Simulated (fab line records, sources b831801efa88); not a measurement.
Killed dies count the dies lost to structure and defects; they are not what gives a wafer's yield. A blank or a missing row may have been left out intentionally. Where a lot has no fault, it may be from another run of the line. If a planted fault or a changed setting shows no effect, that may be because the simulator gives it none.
Which of the tools did it? || flow sky130 || 12 lots with 36 wafers sampled at 3 steps, on a route of 708 steps

== WHAT THE GAUGES SHOWED, per wafer ==
SKY_VIA3_THK_MEAS_23: measures by xrf. Usual: VIA3_W_THK gives 387 nm (standard deviation 5.3).
{"lot": "L926", "measured": "day 40 00:12", "on": "filmMetro-02", "VIA3_W_THK (nm)": "394 391 397", "flag": ""}
{"lot": "L929", "measured": "day 41 07:50", "on": "filmMetro-02", "VIA3_W_THK (nm)": "393 397 390", "flag": ""}
{"lot": "L931", "measured": "day 41 19:34", "on": "filmMetro-03", "VIA3_W_THK (nm)": "389 383 386", "flag": ""}
{"lot": "L932", "measured": "day 42 09:10", "on": "filmMetro-02", "VIA3_W_THK (nm)": "395 393 397", "flag": ""}
{"lot": "L933", "measured": "day 42 16:10", "on": "filmMetro-02", "VIA3_W_THK (nm)": "399 394 390", "flag": ""}
{"lot": "L935", "measured": "day 43 02:43", "on": "filmMetro-01", "VIA3_W_THK (nm)": "383 383 383", "flag": ""}
{"lot": "L936", "measured": "day 43 03:41", "on": "filmMetro-03", "VIA3_W_THK (nm)": "389 387 387", "flag": ""}
{"lot": "L937", "measured": "day 43 15:17", "on": "filmMetro-03", "VIA3_W_THK (nm)": "389 381 390", "flag": ""}
{"lot": "L938", "measured": "day 43 22:46", "on": "filmMetro-03", "VIA3_W_THK (nm)": "385 382 381", "flag": ""}
{"lot": "L945", "measured": "day 45 14:04", "on": "filmMetro-02", "VIA3_W_THK (nm)": "385 389 388", "flag": ""}
{"lot": "L947", "measured": "day 46 01:19", "on": "filmMetro-02", "VIA3_W_THK (nm)": "380 382 384", "flag": ""}
{"lot": "L948", "measured": "day 46 08:14", "on": "filmMetro-01", "VIA3_W_THK (nm)": "380 384 385", "flag": ""}

SKY_PASSIVATION_THK_MEAS_01. Usual: PASSIVATION_CVD_00_THK gives 89.8 nm (standard deviation 1.1).
{"lot": "L926", "measured": "day 44 04:11", "on": "filmMetro-02", "PASSIVATION_CVD_00_THK (nm)": "89.6 88.9 90.3", "flag": ""}
{"lot": "L929", "measured": "day 45 09:08", "on": "filmMetro-02", "PASSIVATION_CVD_00_THK (nm)": "89.5 89.5 91.0", "flag": ""}
{"lot": "L931", "measured": "day 45 19:18", "on": "filmMetro-01", "PASSIVATION_CVD_00_THK (nm)": "88.2 91.3 88.6", "flag": ""}
{"lot": "L932", "measured": "day 46 08:14", "on": "filmMetro-03", "PASSIVATION_CVD_00_THK (nm)": "89.4 88.5 90.4", "flag": ""}
{"lot": "L933", "measured": "day 46 15:13", "on": "filmMetro-03", "PASSIVATION_CVD_00_THK (nm)": "89.2 89.3 90.1", "flag": ""}
{"lot": "L935", "measured": "day 47 00:11", "on": "filmMetro-02", "PASSIVATION_CVD_00_THK (nm)": "89.7 89.6 91.1", "flag": ""}
{"lot": "L936", "measured": "day 47 01:10", "on": "filmMetro-02", "PASSIVATION_CVD_00_THK (nm)": "90.0 88.6 90.3", "flag": ""}
{"lot": "L937", "measured": "day 47 11:12", "on": "filmMetro-02", "PASSIVATION_CVD_00_THK (nm)": "88.6 89.5 90.7", "flag": ""}
{"lot": "L938", "measured": "day 47 17:04", "on": "filmMetro-01", "PASSIVATION_CVD_00_THK (nm)": "88.9 90.8 90.7", "flag": ""}
{"lot": "L945", "measured": "day 49 03:48", "on": "filmMetro-01", "PASSIVATION_CVD_00_THK (nm)": "90.1 90.1 91.6", "flag": ""}
{"lot": "L947", "measured": "day 49 13:29", "on": "filmMetro-01", "PASSIVATION_CVD_00_THK (nm)": "89.5 92.1 90.4", "flag": ""}
{"lot": "L948", "measured": "day 49 19:38", "on": "filmMetro-01", "PASSIVATION_CVD_00_THK (nm)": "88.3 87.2 89.1", "flag": ""}

== WHAT TOOL EACH LOT RAN ON (gives the tool, then ch and the chambers of the sampled wafers, and finally the start) ==
{"lot": "L926", "SKY_METAL1_STRIP_20": "plasmaAsher-01 ch 0,1, day 33 02:59"}
{"lot": "L929", "SKY_METAL1_STRIP_20": "plasmaAsher-01 ch 0,1, day 34 12:35"}
{"lot": "L931", "SKY_METAL1_STRIP_20": "plasmaAsher-01 ch 0, day 35 01:39"}
{"lot": "L932", "SKY_METAL1_STRIP_20": "plasmaAsher-01 ch 0,1, day 35 17:11"}
{"lot": "L933", "SKY_METAL1_STRIP_20": "plasmaAsher-02 ch 0,1, day 36 01:09"}
{"lot": "L935", "SKY_METAL1_STRIP_20": "plasmaAsher-01 ch 0,1, day 36 12:18"}
{"lot": "L936", "SKY_METAL1_STRIP_20": "plasmaAsher-02 ch 0,1, day 36 13:14"}
{"lot": "L937", "SKY_METAL1_STRIP_20": "plasmaAsher-01 ch 0,1, day 37 03:21"}
{"lot": "L938", "SKY_METAL1_STRIP_20": "plasmaAsher-04 ch 0,1, day 37 11:36"}
{"lot": "L945", "SKY_METAL1_STRIP_20": "plasmaAsher-01 ch 0,1, day 39 06:21"}
{"lot": "L947", "SKY_METAL1_STRIP_20": "plasmaAsher-01 ch 0,1, day 39 19:21"}
{"lot": "L948", "SKY_METAL1_STRIP_20": "plasmaAsher-02 ch 0,1, day 40 03:38"}
- SKY_METAL1_STRIP_20: strips in O2/N2.

== AS READ BY THE TOOLS THEMSELVES (means over the sampled wafers that have a number; for cases with no such wafer, the mark the record gives instead) ==
SKY_METAL1_STRIP_20. Usual: drypumpMotorCurrentA 5.6 A, standard deviation 0.51; oesProductAu 0.343 a.u., standard deviation 0.0047; stripTimeToEndpointS 2.70 s, standard deviation 0.037.
{"lot": "L926", "tool": "plasmaAsher-01", "drypumpMotorCurrentA (A)": 5.7, "oesProductAu (a.u.)": 0.343, "stripTimeToEndpointS (s)": 2.68, "flag": ""}
{"lot": "L929", "tool": "plasmaAsher-01", "drypumpMotorCurrentA (A)": 5.4, "oesProductAu (a.u.)": 0.343, "stripTimeToEndpointS (s)": 2.72, "flag": ""}
{"lot": "L931", "tool": "plasmaAsher-01", "drypumpMotorCurrentA (A)": 5.0, "oesProductAu (a.u.)": 0.339, "stripTimeToEndpointS (s)": 2.71, "flag": ""}
{"lot": "L932", "tool": "plasmaAsher-01", "drypumpMotorCurrentA (A)": 5.7, "oesProductAu (a.u.)": 0.351, "stripTimeToEndpointS (s)": 2.72, "flag": ""}
{"lot": "L933", "tool": "plasmaAsher-02", "drypumpMotorCurrentA (A)": 5.6, "oesProductAu (a.u.)": 0.342, "stripTimeToEndpointS (s)": 2.73, "flag": ""}
{"lot": "L935", "tool": "plasmaAsher-01", "drypumpMotorCurrentA (A)": 5.7, "oesProductAu (a.u.)": 0.343, "stripTimeToEndpointS (s)": 2.67, "flag": ""}
{"lot": "L936", "tool": "plasmaAsher-02", "drypumpMotorCurrentA (A)": 5.6, "oesProductAu (a.u.)": 0.344, "stripTimeToEndpointS (s)": 2.66, "flag": ""}
{"lot": "L937", "tool": "plasmaAsher-01", "drypumpMotorCurrentA (A)": 5.4, "oesProductAu (a.u.)": 0.343, "stripTimeToEndpointS (s)": 2.71, "flag": ""}
{"lot": "L938", "tool": "plasmaAsher-04", "drypumpMotorCurrentA (A)": 5.4, "oesProductAu (a.u.)": 0.345, "stripTimeToEndpointS (s)": 2.70, "flag": ""}
{"lot": "L945", "tool": "plasmaAsher-01", "drypumpMotorCurrentA (A)": 5.4, "oesProductAu (a.u.)": 0.346, "stripTimeToEndpointS (s)": 2.71, "flag": ""}
{"lot": "L947", "tool": "plasmaAsher-01", "drypumpMotorCurrentA (A)": 5.4, "oesProductAu (a.u.)": 0.338, "stripTimeToEndpointS (s)": 2.67, "flag": ""}
{"lot": "L948", "tool": "plasmaAsher-02", "drypumpMotorCurrentA (A)": 5.6, "oesProductAu (a.u.)": 0.342, "stripTimeToEndpointS (s)": 2.66, "flag": ""}

== THE ANSWER, worked out from the rows above alone ==
Rule: a lot counts as off when the mean over its wafers that have a number is more than 3 standard deviations away from the usual mean. A lot without any number at a reading at which 4 lots or more have one is off too. Where the step has rows for the other lots, those lots are counted as sound. First the gauges in route order, then the tools' own readings, where a lot's mean is used as printed above. The first step at which some lot is off is used, and at that step the reading that is off furthest; a lot without a number counts as furthest.
Nothing can be told from this: no lot is off at any reading shown.

== WHAT THE SIMULATOR PUT IN ==
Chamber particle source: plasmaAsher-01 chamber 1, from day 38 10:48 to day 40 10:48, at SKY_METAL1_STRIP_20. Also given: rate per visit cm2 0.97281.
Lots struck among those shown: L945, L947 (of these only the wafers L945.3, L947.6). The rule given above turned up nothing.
